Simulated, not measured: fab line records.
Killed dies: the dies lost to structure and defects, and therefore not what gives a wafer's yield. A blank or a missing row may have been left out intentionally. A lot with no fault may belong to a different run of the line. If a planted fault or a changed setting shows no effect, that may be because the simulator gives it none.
What tool caused it? | flow gf180mcu | 24 lots, 72 wafers sampled, at 2 steps of a route of 602

## WHAT EACH GAUGE READ, for each wafer
GF_V1_CD_MEAS_14 targets a cd of 260 nm.
lot  | measured     | on       | cdNm (nm)
L074 | day 18 03:22 | cdSem-02 | 259.6 260.3 258.5
L075 | day 18 09:35 | cdSem-02 | 259.2 260.0 261.1
L076 | day 18 15:40 | cdSem-01 | 260.4 261.7 260.9
L077 | day 19 07:26 | cdSem-01 | 260.6 258.6 258.9
L078 | day 19 11:17 | cdSem-02 | 262.4 263.2 263.1
L079 | day 20 02:30 | cdSem-01 | 258.6 258.0 259.1
L080 | day 20 13:49 | cdSem-02 | 258.9 258.6 258.6
L081 | day 20 18:55 | cdSem-01 | 259.9 260.9 258.9
L082 | day 21 05:05 | cdSem-02 | 261.7 261.0 260.4
L083 | day 21 17:07 | cdSem-01 | 259.1 258.4 260.0
L084 | day 21 22:46 | cdSem-01 | 259.6 259.1 259.6
L085 | day 22 00:25 | cdSem-01 | 260.2 258.6 258.7
L086 | day 22 15:10 | cdSem-01 | 256.8 258.1 257.5
L087 | day 22 23:28 | cdSem-01 | 260.9 259.3 261.0
L088 | day 23 16:35 | cdSem-02 | 259.2 260.1 259.0
L089 | day 23 19:29 | cdSem-02 | 261.4 260.4 261.4
L090 | day 23 20:25 | cdSem-01 | 260.7 259.4 259.9
L091 | day 24 16:31 | cdSem-01 | 259.3 258.0 259.2
L092 | day 24 23:43 | cdSem-02 | 260.0 258.6 258.5
L093 | day 25 13:47 | cdSem-01 | 258.8 259.5 258.9
L094 | day 25 14:34 | cdSem-01 | 258.9 261.2 260.2
L095 | day 25 19:55 | cdSem-01 | 262.4 261.0 262.0
L096 | day 26 06:22 | cdSem-02 | 259.0 258.1 259.5
L097 | day 26 09:17 | cdSem-01 | 259.6 260.7 261.1

## WHAT TOOL EACH LOT RAN ON (gives the tool, then ch and the chambers of the sampled wafers, and finally the start)
lot  | GF_M1_SPUTTER_03
L074 | pvdSputter-03, day 16 05:00
L075 | pvdSputter-03, day 16 10:02
L076 | pvdSputter-03, day 16 15:17
L077 | pvdSputter-02, day 17 06:02
L078 | pvdSputter-03, day 17 11:29
L079 | pvdSputter-01, day 18 01:17
L080 | pvdSputter-03, day 18 11:43
L081 | pvdSputter-03, day 18 17:02
L082 | pvdSputter-03, day 19 02:38
L083 | pvdSputter-02, day 19 14:58
L084 | pvdSputter-01, day 19 21:37
L085 | pvdSputter-02, day 19 22:28
L086 | pvdSputter-01, day 20 13:29
L087 | pvdSputter-01, day 20 22:10
L088 | pvdSputter-02, day 21 16:22
L089 | pvdSputter-02, day 21 19:35
L090 | pvdSputter-03, day 21 22:17
L091 | pvdSputter-02, day 22 17:58
L092 | pvdSputter-01, day 23 01:41
L093 | pvdSputter-03, day 23 15:58
L094 | pvdSputter-02, day 23 17:13
L095 | pvdSputter-02, day 23 22:23
L096 | pvdSputter-02, day 24 09:25
L097 | pvdSputter-01, day 24 13:10
- GF_M1_SPUTTER_03: material Ti, target thk 10 nm, time 6.7 s.

## AS READ BY THE TOOLS THEMSELVES (means over the sampled wafers that have a number; for cases with no such wafer, the mark the record gives instead)
GF_M1_SPUTTER_03.
lot  | tool          | chamberPressurePa (Pa) | throttleValvePct (%)
L074 | pvdSputter-03 | 0.2996                 | 27.5
L075 | pvdSputter-03 | 0.2998                 | 30.0
L076 | pvdSputter-03 | 0.2995                 | 28.9
L077 | pvdSputter-02 | 0.2991                 | 30.5
L078 | pvdSputter-03 | 0.2998                 | 29.9
L079 | pvdSputter-01 | 0.2999                 | 30.4
L080 | pvdSputter-03 | 0.3002                 | 28.9
L081 | pvdSputter-03 | 0.2996                 | 29.9
L082 | pvdSputter-03 | 0.2997                 | 29.2
L083 | pvdSputter-02 | 0.3001                 | 30.8
L084 | pvdSputter-01 | 0.3000                 | 30.3
L085 | pvdSputter-02 | 0.2999                 | 30.7
L086 | pvdSputter-01 | 0.3003                 | 29.8
L087 | pvdSputter-01 | 0.2998                 | 30.6
L088 | pvdSputter-02 | 0.3004                 | 30.5
L089 | pvdSputter-02 | 0.3002                 | 30.6
L090 | pvdSputter-03 | 0.3005                 | 29.4
L091 | pvdSputter-02 | 0.2998                 | 30.4
L092 | pvdSputter-01 | 0.2999                 | 29.8
L093 | pvdSputter-03 | 0.3003                 | 27.5
L094 | pvdSputter-02 | 0.3005                 | 30.4
L095 | pvdSputter-02 | 0.2996                 | 30.4
L096 | pvdSputter-02 | 0.3000                 | 30.3
L097 | pvdSputter-01 | 0.3002                 | 29.8

## THE ANSWER, worked out from the rows above alone
Rule: what is usual is taken from the lots themselves. Put in order of their means at a reading, lots are off if they are a third of the lots or fewer, leave a main group of 4 or more, and stand apart from it by a gap of 3 or more times the standard deviation of the main group's means; of several such gaps the widest counts. If all means in a main group match to the digits the tables above print for the reading, that group is not used. A lot without any number at a reading at which 4 lots or more have one is off too. Where the step has rows for the other lots, those lots are counted as sound. First the gauges in route order, then the tools' own readings, where a lot's mean is used as printed above. At the first step where some lot is off, the reading lying furthest off is the one used; lots without a number count as furthest.
Nothing can be told from this: no lot is off at any reading shown.

## WHAT THE SIMULATOR HAD INSERTED
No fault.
